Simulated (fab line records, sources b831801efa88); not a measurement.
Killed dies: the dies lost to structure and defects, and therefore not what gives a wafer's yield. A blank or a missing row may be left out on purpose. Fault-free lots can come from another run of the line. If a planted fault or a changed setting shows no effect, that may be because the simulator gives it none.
8D (eight disciplines) problem report, filled in by code	flow sky130	the parts of the form that need people (team, actions taken, sign-off) are left out

== 1. THE PROBLEM ==
At SKY_PAD_OPEN_PROBE_99, killed at front end averages 37 over 6 wafers from 2 lots, while fault-free wafers read 14, standard deviation 4.3. Relative to the usual mean, that is a shift of +5.3 standard deviations.
Seen first at day 49 02:52 on prober-02, wafer L176.1. Wafers with a number at this step in the record: 6, from 2 lots. The rule behind "out" and "out of limits": a value lying over 4 standard deviations away from the usual mean. Any other wafer with a number is counted as sound.

== 2. WHAT IT IS, AND WHAT IT ISN'T ==
question	is	is not
which readings at this step	killed at front end	killed_at_M4_up, killed at contacts, killed at other, killed short
which lots	L176, L180	-
which wafers of those lots	all that have a number	-
read on which tools	prober-02	-
when	from day 49 02:52	up to then (0 sound wafers)

== 3. WHAT RULES OUT EACH SUSPECT ==
Counting: a tool stays on the suspect list if, at a process step up to the reading, it processed all lots that are out and no sound lot following the first of them.
- wet bench-03 at SKY_POLY_GATE_CLEAN_19 (cleans in SC1/SC2, time 150 s): kept. It ran every lot that is out, first L176 (day 20 17:46), and no sound lot after that.
- prober-02 at SKY_PAD_OPEN_PROBE_99: kept. It ran every lot that is out, first L176 (day 49 02:52), and no sound lot after that. Out on those wafers are its own readings of killed at front end.
Remaining after the count are wet bench-03 at SKY_POLY_GATE_CLEAN_19 and prober-02 at SKY_PAD_OPEN_PROBE_99.

== 4. THE CAUSE (what the simulator had put in) ==
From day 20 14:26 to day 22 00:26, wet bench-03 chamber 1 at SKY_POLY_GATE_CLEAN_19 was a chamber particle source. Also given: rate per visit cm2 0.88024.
Of the 2 suspects that counting leaves, this tool is one.

== 5. THE EFFECT CHAIN, in route order ==
One row per reading whose mean, taken over the struck wafers that have a number, lies over 3 standard deviations from the usual. Scope: only readings with a usual standard deviation given in the record; hours: median across lots of the time from each lot's start at the first step in this table that gives one to its start at this step; sigmas: change in usual standard deviations.
hours	step	reading	usual	on struck wafers	change	sigmas
0	SKY_PAD_OPEN_PROBE_99	killed at front end	14	37	+23	+5.3
It contains these process steps:
- SKY_PAD_OPEN_PROBE_99

== 6. WHAT WOULD HAVE CAUGHT IT SOONER ==
In this record the first reading out of limits was taken at day 49 02:52, 684 hours after the fault began at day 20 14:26.
By day 49 02:52 the whole set of lots that are out, 2 in number, had already begun SKY_POLY_GATE_CLEAN_19 on wet bench-03. Tool hold at that time: it would have spared none of them.
